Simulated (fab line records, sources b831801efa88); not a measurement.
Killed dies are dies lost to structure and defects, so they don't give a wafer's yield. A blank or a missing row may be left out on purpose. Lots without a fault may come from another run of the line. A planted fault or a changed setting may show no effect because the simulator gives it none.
Which tool did it? | flow gf180mcu | 12 lots, 36 wafers sampled, at 7 steps of a route of 602

WHAT THE GAUGES READ, wafer by wafer
GF_DNWELL_TW_MEAS_09. Usual: DNWELL_TW 1348, standard deviation 8.8.
lot  | measured    | on            | DNWELL_TW      | flag
L294 | day 3 06:52 | film_metro-02 | 1323 1325 1325 |
L295 | day 3 11:05 | film_metro-04 | 1340 1336 1339 |
L296 | day 3 17:56 | film_metro-04 | 1346 1349 1349 |
L297 | day 3 23:13 | film_metro-04 | 1342 1346 1340 |
L300 | day 4 15:44 | film_metro-04 | 1352 1353 1356 |
L306 | day 5 22:17 | film_metro-04 | 1351 1351 1356 |
L308 | day 6 08:19 | film_metro-01 | 1358 1353 1349 |
L309 | day 6 13:51 | film_metro-02 | 1347 1336 1340 |
L310 | day 6 19:31 | film_metro-02 | 1343 1341 1345 |
L312 | day 7 05:34 | film_metro-02 | 1345 1342 1343 |
L313 | day 7 11:34 | film_metro-01 | 1352 1350 1355 |
L315 | day 7 22:11 | film_metro-04 | 1348 1347 1347 |

GF_MVSD_OVL_MEAS_07. Usual: MVSD_OVL 0.3 nm, standard deviation 1.3.
lot  | measured     | on         | MVSD_OVL (nm)  | flag
L294 | day 5 00:34  | overlay-01 | 0.0 -1.1 -0.2  |
L295 | day 5 04:34  | overlay-02 | 0.3 -0.4 1.6   |
L296 | day 5 11:37  | overlay-01 | -0.6 -0.3 0.9  |
L297 | day 5 18:07  | overlay-02 | 0.2 -0.9 -0.5  |
L300 | day 6 12:10  | overlay-02 | -2.4 -0.3 -0.7 |
L306 | day 7 22:37  | overlay-01 | - - -          | OFF
L308 | day 8 09:28  | overlay-01 | 2.5 1.4 4.2    |
L309 | day 8 15:23  | overlay-01 | 0.9 1.6 1.3    |
L310 | day 8 20:25  | overlay-02 | -0.3 -3.6 -1.9 |
L312 | day 9 08:13  | overlay-02 | 0.5 1.2 0.9    |
L313 | day 9 13:40  | overlay-02 | 0.4 -0.5 2.4   |
L315 | day 10 02:05 | overlay-02 | -0.7 0.4 -1.9  |

GF_MVSD_TW_MEAS_11. Usual: MVSD_TW 1576, standard deviation 7.
lot  | measured     | on            | MVSD_TW        | flag
L294 | day 5 01:01  | film_metro-01 | 1581 1582 1581 |
L295 | day 5 05:01  | film_metro-01 | 1584 1585 1575 |
L296 | day 5 12:04  | film_metro-03 | 1564 1565 1565 |
L297 | day 5 18:34  | film_metro-01 | 1582 1591 1585 |
L300 | day 6 12:35  | film_metro-01 | 1577 1578 1576 |
L306 | day 7 23:04  | film_metro-01 | 30 30 30       | OFF
L308 | day 8 09:55  | film_metro-01 | 1580 1575 1576 |
L309 | day 8 15:50  | film_metro-01 | 1581 1578 1578 |
L310 | day 8 20:52  | film_metro-01 | 1576 1582 1587 |
L312 | day 9 08:38  | film_metro-01 | 1585 1582 1577 |
L313 | day 9 14:05  | film_metro-02 | 1577 1577 1566 |
L315 | day 10 02:31 | film_metro-01 | 1583 1579 1572 |

GF_MVPSD_TW_MEAS_11. Usual: MVPSD_TW 551, standard deviation 3.
lot  | measured     | on            | MVPSD_TW       | flag
L294 | day 5 16:31  | film_metro-03 | 549 549 547    |
L295 | day 5 19:59  | film_metro-03 | 549 549 550    |
L296 | day 6 03:04  | film_metro-01 | 556 551 554    |
L297 | day 6 09:41  | film_metro-03 | 551 548 545    |
L300 | day 7 04:49  | film_metro-02 | 545 546 549    |
L306 | day 8 15:58  | film_metro-02 | 1590 1587 1583 | OFF
L308 | day 9 03:34  | film_metro-02 | 546 548 550    |
L309 | day 9 09:53  | film_metro-01 | 553 556 551    |
L310 | day 9 14:16  | film_metro-01 | 551 554 553    |
L312 | day 10 02:10 | film_metro-03 | 551 553 553    |
L313 | day 10 06:16 | film_metro-03 | 552 553 552    |
L315 | day 10 20:25 | film_metro-02 | 548 547 549    |

GF_HV_LDD_CD_MEAS_46: target cd 400 nm. Usual: cd_nm 399.4 nm, standard deviation 1.9.
lot  | measured     | on        | cd_nm (nm)        | flag
L294 | day 13 07:04 | cd_sem-02 | 396.7 398.5 397.8 |
L295 | day 13 19:04 | cd_sem-02 | 398.6 398.9 397.7 |
L296 | day 14 02:25 | cd_sem-01 | 396.3 398.5 397.9 |
L297 | day 14 16:01 | cd_sem-01 | 400.2 399.3 399.5 |
L300 | day 15 15:04 | cd_sem-01 | 398.3 397.8 399.5 |
L306 | day 17 10:43 | cd_sem-01 | 399.2 402.0 399.3 |
L308 | day 18 02:51 | cd_sem-02 | 397.3 400.1 394.9 |
L309 | day 18 08:52 | cd_sem-02 | 399.7 399.3 396.6 |
L310 | day 18 15:10 | cd_sem-01 | 399.7 398.8 400.9 |
L312 | day 19 05:31 | cd_sem-01 | 400.4 402.1 403.6 |
L313 | day 19 11:31 | cd_sem-01 | 397.8 398.6 398.3 |
L315 | day 20 11:11 | cd_sem-01 | 399.8 401.1 399.9 |

GF_HV_LDD_THK_MEAS_57. Usual: HV_LDD_CVD_56_THK 89.8 nm, standard deviation 0.73.
lot  | measured     | on            | HV_LDD_CVD_56_THK (nm) | flag
L294 | day 13 10:17 | film_metro-03 | 89.9 89.6 89.7         |
L295 | day 13 22:15 | film_metro-01 | 90.5 90.4 90.3         |
L296 | day 14 05:38 | film_metro-01 | 90.0 90.3 90.5         |
L297 | day 14 19:14 | film_metro-01 | 89.5 89.8 89.9         |
L300 | day 15 18:59 | film_metro-01 | 90.5 91.0 91.2         |
L306 | day 17 13:56 | film_metro-02 | 90.5 90.0 89.8         |
L308 | day 18 06:08 | film_metro-03 | 88.6 88.9 88.9         |
L309 | day 18 12:03 | film_metro-03 | 90.4 90.2 89.8         |
L310 | day 18 18:28 | film_metro-01 | 88.3 88.5 89.0         |
L312 | day 19 08:44 | film_metro-03 | 89.5 88.7 89.4         |
L313 | day 19 15:45 | film_metro-02 | 89.4 89.3 89.3         |
L315 | day 20 14:23 | film_metro-02 | 89.3 88.6 89.3         |

WHICH TOOL RAN EACH LOT (tool, then ch and the chambers of the sampled wafers, then the start)
lot  | GF_MVSD_EXPOSE_04
L294 | iline_stepper-01 ch 0, day 4 17:16
L295 | iline_stepper-02 ch 0, day 4 22:01
L296 | iline_stepper-02 ch 0, day 5 04:46
L297 | iline_stepper-01 ch 0, day 5 11:21
L300 | iline_stepper-01 ch 0, day 6 04:52
L306 | iline_stepper-01 ch 0, day 7 14:54
L308 | iline_stepper-02 ch 0, day 8 01:27
L309 | iline_stepper-01 ch 0, day 8 07:16
L310 | iline_stepper-02 ch 0, day 8 12:27
L312 | iline_stepper-01 ch 0, day 8 23:51
L313 | iline_stepper-01 ch 0, day 9 05:19
L315 | iline_stepper-01 ch 0, day 9 18:09
- GF_MVSD_EXPOSE_04: exposes mask MVSD, target cd 1000 nm.

WHAT THE TOOLS THEMSELVES READ (means of the sampled wafers that have a number; where no wafer has one, the mark that the record gives instead)
GF_MVSD_EXPOSE_04. Usual: reticle_temp_C 22.99 C, standard deviation 0.1.
lot  | tool             | reticle_temp_C (C) | flag
L294 | iline_stepper-01 | 23.13              |
L295 | iline_stepper-02 | 22.95              |
L296 | iline_stepper-02 | 23.02              |
L297 | iline_stepper-01 | 23.01              |
L300 | iline_stepper-01 | 23.01              |
L306 | iline_stepper-01 | 23.00              |
L308 | iline_stepper-02 | 22.96              |
L309 | iline_stepper-01 | 22.92              |
L310 | iline_stepper-02 | 23.01              |
L312 | iline_stepper-01 | 22.89              |
L313 | iline_stepper-01 | 23.00              |
L315 | iline_stepper-01 | 23.08              |

THE ANSWER, worked out from the rows above alone
Rule: a lot is off if the mean of its wafers that have a number lies more than 3 standard deviations from the usual mean. A lot without any number at a reading at which 4 lots or more have one is off too. The other lots that the step has rows for count as sound. The gauges are gone through in route order, then the tools' own readings, and for those a lot's mean is taken as printed above. The first step at which some lot is off is used, and at that step the reading that is off furthest; a lot without a number counts as furthest.
Off: L306, at GF_MVSD_OVL_MEAS_07 (MVSD_OVL). Without a number there: L306.
A tool fits if, at a process step before that reading, it ran every lot that is off, and no sound lot after the first of them. The gauges at GF_MVSD_OVL_MEAS_07 aren't tried: what is off there is off at GF_MVSD_TW_MEAS_11 too, on other tools, and a gauge's error can't cause that. None of those tried fits.

WHAT THE SIMULATOR HAD PUT IN
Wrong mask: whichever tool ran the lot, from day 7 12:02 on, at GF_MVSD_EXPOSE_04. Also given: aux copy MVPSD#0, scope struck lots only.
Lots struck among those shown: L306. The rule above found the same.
